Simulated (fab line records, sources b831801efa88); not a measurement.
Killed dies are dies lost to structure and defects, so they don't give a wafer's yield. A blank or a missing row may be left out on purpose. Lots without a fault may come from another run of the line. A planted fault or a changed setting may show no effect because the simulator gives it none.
A struck lot beside a sound one | flow sky130 | 43 steps out of a route of 708
Sound: wafers L756.1, L756.4, L756.5. Struck: wafers L760.3, L760.4, L760.6. The cause comes at the end.
At each step with rows: each side's tool, then ch and its chambers, then its first start. Under that, the readings that differ: sound wafers | struck wafers | difference of the means | sigmas: that difference in standard deviations of wafers without a fault.
alike: readings whose means differ by less than 2 such deviations, and words and numbers that are the same on both sides. not compared: withheld readings, readings that some wafer has no value for, bounds like >300 that may hide the same value, and numbers for which the record gives no deviation and whose values overlap.
The two part at a step that has a row with sigmas, a row that says differs or no value, or rows on one side only. Numbers that don't overlap but have no deviation are shown without sigmas and don't part them. A reading that every wafer of one side lacks parts them only if that side has two wafers or more.

first, 1 step without rows for these wafers: SKY_FIELD_ISO_ETCH_14 (etches BARC in N2/H2, stops on SiO2, time 45.9 s, target depth 60 nm).
SKY_FIELD_ISO_ETCH_15: etches the open film in CHF3/O2, stops on Si, target depth 180 nm, time 72 s.
  sound on rie_diel-02 ch 0,1,2, day 2 08:52; struck on rie_diel-03 ch 0,3, day 3 04:16
  alike: O2_flow_sccm, drypump_motor_current_A, oes_product_au, throttle_valve_pct
  not compared: rf_hours_counter_h
then, 1 step without rows for these wafers: SKY_FIELD_ISO_STRIP_16 (strips in O2/N2).
SKY_FIELD_ISO_ETCH_17: etches Si in HBr/Cl2/O2, target depth 342 nm, time 97.7 s.
  sound on rie_si-02 ch 1,3, day 2 09:01; struck on rie_si-01 ch 1,2,3, day 3 04:25
  alike: HBr_flow_sccm, O2_flow_sccm, drypump_motor_current_A, oes_product_au, throttle_valve_pct
  not compared: rf_hours_counter_h
then, 5 steps without rows for these wafers: SKY_FIELD_ISO_WET_ETCH_18 (etches Si3N4 in H3PO4, target depth 25 nm, time 286 s); SKY_FIELD_ISO_CLEAN_19 (cleans in SC1/SC2, time 150 s); SKY_FIELD_ISO_CLEAN_20 (cleans in dHF, time 20 s); SKY_FIELD_ISO_WET_ETCH_21 (etches SiO2 in dHF, target depth 20 nm, time 400 s); SKY_FIELD_ISO_OXIDATION_22 (stabilise 600 s, purge 300 s, target thk 10 nm).
SKY_FIELD_ISO_THK_MEAS_23:
  sound on film_metro-01, day 2 12:38; struck on film_metro-01, day 3 07:29
  reading                         | sound             | struck         | difference | sigmas
  FIELD_ISO_OXIDATION_01_THK (nm) | 10.08 10.35 10.30 | 9.71 9.84 9.76 | -0.47      | -2
then, 1 step without rows for these wafers: SKY_FIELD_ISO_CVD_24 (deposits SiO2, target thk 595 nm, time 99.2 s).
SKY_FIELD_ISO_THK_MEAS_25:
  sound on film_metro-01, day 2 12:46; struck on film_metro-02, day 3 07:37
  alike: FIELD_ISO_CVD_24_THK
SKY_FIELD_ISO_ANNEAL_26: time 1800 s.
  sound on furnace-01 ch 0, day 2 16:55; struck on furnace-02 ch 0, day 3 10:12
  reading                | sound    | struck   | difference | sigmas
  zone_power_top_pct (%) | 45 45 45 | 36 36 36 | -9         | -2
SKY_FIELD_ISO_CMP_27: polishes, stops on Si3N4, t overpolish 16 s, target thk 457.8 nm.
  sound on cmp-01 ch 0,1,3, day 2 18:31; struck on cmp-02 ch 1,2, day 3 11:42
  alike: motor_current_A, overpolish_run_s, time_to_endpoint_s
then, 5 steps without rows for these wafers: SKY_FIELD_ISO_WET_ETCH_28 (etches SiO2 in dHF, target depth 23.7 nm, time 49.13 s); SKY_FIELD_ISO_WET_ETCH_29 (etches Si3N4 in H3PO4, target depth 160 nm, time 1825 s); SKY_FIELD_ISO_WET_ETCH_30 (etches SiO2 in dHF, target depth 25 nm, time 50 s); SKY_NWELL_CLEAN_00 (cleans in SC1/SC2, time 150 s); SKY_NWELL_OXIDATION_01 (stabilise 600 s, purge 300 s, target thk 10 nm).
SKY_NWELL_THK_MEAS_02:
  sound on film_metro-02, day 3 01:09; struck on film_metro-02, day 3 14:21
  alike: NWELL_OXIDATION_THK
then, 8 steps without rows for these wafers: SKY_DNWELL_DEHYDRATE_00 (time 60 s); SKY_DNWELL_HMDS_01 (prime time 60 s); SKY_DNWELL_COAT_02 (resist thk 3000 nm); SKY_DNWELL_SOFTBAKE_03; SKY_DNWELL_EXPOSE_04 (exposes mask DNM, target cd 3000 nm); SKY_DNWELL_PEB_05; SKY_DNWELL_DEVELOP_06 (develop time 60 s); SKY_DNWELL_IMPLANT_07.
SKY_DNWELL_STRIP_08: strips in O2/N2.
  sound on plasma_asher-03 ch 0,1, day 3 15:52; struck on plasma_asher-03 ch 0,1, day 4 06:28
  alike: drypump_motor_current_A, oes_product_au, strip_time_to_endpoint_s
  not compared: rf_hours_counter_h
SKY_DNWELL_TW_MEAS_09:
  sound on film_metro-03, day 3 15:58; struck on film_metro-02, day 4 06:33
  reading   | sound          | struck         | difference | sigmas
  DNWELL_TW | 1120 1126 1123 | 1096 1093 1102 | -26        | -2
then, 7 steps without rows for these wafers: SKY_PWDE_DEHYDRATE_00 (time 60 s); SKY_PWDE_HMDS_01 (prime time 60 s); SKY_PWDE_COAT_02 (resist thk 3000 nm); SKY_PWDE_SOFTBAKE_03; SKY_PWDE_EXPOSE_04 (exposes mask PWDEM, target cd 840 nm); SKY_PWDE_PEB_05; SKY_PWDE_DEVELOP_06 (develop time 60 s).
SKY_PWDE_OVL_MEAS_07:
  sound on overlay-01, day 4 08:01; struck on overlay-01, day 4 22:52
  alike: PWDE_OVL
then, 1 step without rows for these wafers: SKY_PWDE_IMPLANT_08.
SKY_PWDE_STRIP_09: strips in O2/N2.
  sound on plasma_asher-03 ch 0,1, day 4 08:12; struck on plasma_asher-04 ch 0,1, day 4 23:05
  alike: drypump_motor_current_A, oes_product_au, strip_time_to_endpoint_s
  not compared: rf_hours_counter_h
SKY_PWDE_TW_MEAS_10:
  sound on film_metro-04, day 4 08:18; struck on film_metro-02, day 4 23:10
  alike: PWDE_TW
then, 1 step without rows for these wafers: SKY_NWELL_DEHYDRATE_03 (time 60 s).
-- the record jumps here: 42 days lie between the struck wafers' starts before and after (it left off in module NWELL and takes up again in module PAD_OPEN, whose first step shown is number 708 of the route) --
SKY_PAD_OPEN_PROBE_99:
  sound on prober-01, day 46 06:13; struck on prober-02, day 47 04:32
  reading                                       | sound                | struck               | difference | sigmas
  killed_at_other                               | 0 0 1                | 5 2 2                | +3         | +3
  model.etest.diode_nwell_sub.leak_log10_a_cm2  | -7.591 -7.495 -7.455 | -6.716 -6.615 -6.6   | +0.870     |
  model.etest.diode_dnwell_sub.leak_log10_a_cm2 | -7.251 -7.194 -7.351 | -6.902 -6.539 -6.584 | +0.590     |
  model.etest.nfet_16v.off_log10_a_um           | -13.87 -13.86 -13.77 | -13.66 -13.7 -13.71  | +0.14      |
  alike: killed_at_M0_to_M3, killed_at_M4_up, killed_at_contacts, killed_at_front_end, killed_dies, killed_open, killed_short
  not compared: model.etest.cap_ono.gate_bv_v, model.etest.diode_pwell_dnwell.leak_log10_a_cm2, model.etest.pfet_16v.off_log10_a_um

WHERE THEY PART
First at SKY_FIELD_ISO_THK_MEAS_23; last, within this record, at SKY_PAD_OPEN_PROBE_99.

WHY: what the simulator had put in
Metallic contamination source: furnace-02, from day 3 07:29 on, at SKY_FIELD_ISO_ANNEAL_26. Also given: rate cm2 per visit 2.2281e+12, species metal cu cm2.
